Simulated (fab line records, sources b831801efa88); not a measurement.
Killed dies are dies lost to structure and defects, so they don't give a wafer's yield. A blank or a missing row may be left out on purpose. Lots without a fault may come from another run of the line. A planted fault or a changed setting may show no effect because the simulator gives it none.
Which tool did it? | flow sky130 | 11 lots, 33 wafers sampled, at 3 steps of a route of 708

WHAT THE GAUGES READ, wafer by wafer
SKY_SD_N_RS_MEAS_16: measures by four-point-probe.
lot  | measured     | on            | SD_N_RS (ohm/sq)
L516 | day 28 12:20 | film_metro-02 | 68.55 68.64 68.68
L518 | day 29 06:57 | film_metro-03 | 68.47 68.61 68.47
L519 | day 29 23:33 | film_metro-03 | 68.57 68.47 68.47
L523 | day 31 05:49 | film_metro-01 | 68.40 68.63 68.60
L524 | day 31 17:53 | film_metro-03 | 68.80 68.69 68.54
L525 | day 31 21:12 | film_metro-02 | 68.67 68.58 68.63
L527 | day 32 07:25 | film_metro-01 | 68.38 68.22 68.49
L533 | day 34 03:40 | film_metro-01 | 68.59 68.59 68.45
L535 | day 34 15:19 | film_metro-02 | 70.34 70.08 70.01
L536 | day 35 03:26 | film_metro-01 | 70.06 69.91 70.03
L537 | day 35 12:36 | film_metro-02 | 68.78 68.70 68.68

WHICH TOOL RAN EACH LOT (tool, then ch and the chambers of the sampled wafers, then the start)
lot  | SKY_SD_N_IMPLANT_09             | SKY_SD_N_STRIP_11
L516 | implanter-01 ch 0, day 28 11:40 | plasma_asher-04 ch 0,1, day 28 11:58
L518 | implanter-01 ch 0, day 29 06:16 | plasma_asher-04 ch 1, day 29 06:34
L519 | implanter-01 ch 0, day 29 22:52 | plasma_asher-01 ch 0,1, day 29 23:10
L523 | implanter-04 ch 0, day 31 05:09 | plasma_asher-03 ch 0, day 31 05:25
L524 | implanter-01 ch 0, day 31 17:13 | plasma_asher-01 ch 0,1, day 31 17:31
L525 | implanter-01 ch 0, day 31 20:13 | plasma_asher-01 ch 0,1, day 31 20:49
L527 | implanter-04 ch 0, day 32 06:44 | plasma_asher-04 ch 0, day 32 07:01
L533 | implanter-01 ch 0, day 34 02:58 | plasma_asher-01 ch 0,1, day 34 03:16
L535 | implanter-01 ch 0, day 34 14:38 | plasma_asher-03 ch 0, day 34 14:55
L536 | implanter-01 ch 0, day 35 02:45 | plasma_asher-04 ch 1, day 35 03:01
L537 | implanter-04 ch 0, day 35 11:55 | plasma_asher-01 ch 0,1, day 35 12:13
- SKY_SD_N_IMPLANT_09
- SKY_SD_N_STRIP_11: strips in O2/N2.

WHAT THE TOOLS THEMSELVES READ (means of the sampled wafers that have a number; where no wafer has one, the mark that the record gives instead)
SKY_SD_N_IMPLANT_09.
lot  | tool         | beam_energy_keV
L516 | implanter-01 | 50.010
L518 | implanter-01 | 49.999
L519 | implanter-01 | 50.010
L523 | implanter-04 | 50.004
L524 | implanter-01 | 49.982
L525 | implanter-01 | 50.003
L527 | implanter-04 | 49.995
L533 | implanter-01 | 50.004
L535 | implanter-01 | 50.000
L536 | implanter-01 | 50.014
L537 | implanter-04 | 50.007

SKY_SD_N_STRIP_11.
lot  | tool            | chamber_pressure_mTorr (mTorr) | drypump_motor_current_A (A) | n2_flow_sccm (sccm) | oes_product_au (a.u.) | strip_time_to_endpoint_s (s)
L516 | plasma_asher-04 | 1500.5                         | 6.3                         | 300.6               | 0.531                 | 22.59
L518 | plasma_asher-04 | 1499.7                         | 6.1                         | 300.9               | 0.526                 | 22.54
L519 | plasma_asher-01 | 1501.0                         | 5.1                         | 299.8               | 0.528                 | 22.56
L523 | plasma_asher-03 | 1500.2                         | 5.0                         | 299.8               | 0.526                 | 22.58
L524 | plasma_asher-01 | 1501.1                         | 5.1                         | 300.9               | 0.535                 | 22.57
L525 | plasma_asher-01 | 1499.7                         | 5.3                         | 299.1               | 0.524                 | 22.64
L527 | plasma_asher-04 | 1499.2                         | 6.7                         | 299.9               | 0.525                 | 22.62
L533 | plasma_asher-01 | 1499.8                         | 5.1                         | 300.4               | 0.529                 | 22.57
L535 | plasma_asher-03 | 1499.6                         | 5.1                         | 299.1               | 0.533                 | 21.96
L536 | plasma_asher-04 | 1500.6                         | 6.1                         | 300.9               | 0.536                 | 21.98
L537 | plasma_asher-01 | 1500.1                         | 5.3                         | 299.7               | 0.523                 | 22.54

THE ANSWER, worked out from the rows above alone
Rule: what is usual is taken from the lots themselves. Put in order of their means at a reading, lots are off if they are a third of the lots or fewer, leave a main group of 4 or more, and stand apart from it by a gap of 3 or more times the standard deviation of the main group's means; of several such gaps the widest counts. A main group whose means are all the same, to the digits that the tables above print for the reading, isn't used. A lot without any number at a reading at which 4 lots or more have one is off too. The other lots that the step has rows for count as sound. The gauges are gone through in route order, then the tools' own readings, and for those a lot's mean is taken as printed above. The first step at which some lot is off is used, and at that step the reading that is off furthest; a lot without a number counts as furthest.
Off: L535, L536, at SKY_SD_N_RS_MEAS_16 (SD_N_RS). The main group: mean 68.57 ohm/sq, standard deviation 0.1.
A tool fits if, at a process step before that reading, it ran every lot that is off, and no sound lot after the first of them. The gauges at SKY_SD_N_RS_MEAS_16 aren't tried: what is off there is off at SKY_SD_N_STRIP_11 too, on other tools, and a gauge's error can't cause that. One fits: implanter-01 at SKY_SD_N_IMPLANT_09. Its last sound lot is L533 (day 34 02:58), its first lot that is off L535 (day 34 14:38): a fault that began between those two fits.

WHAT THE SIMULATOR HAD PUT IN
Process parameter drift: implanter-01, from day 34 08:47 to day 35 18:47, at SKY_SD_N_IMPLANT_09. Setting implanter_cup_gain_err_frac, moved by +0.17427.
Lots struck among those shown: L535, L536. The rule above found the same.
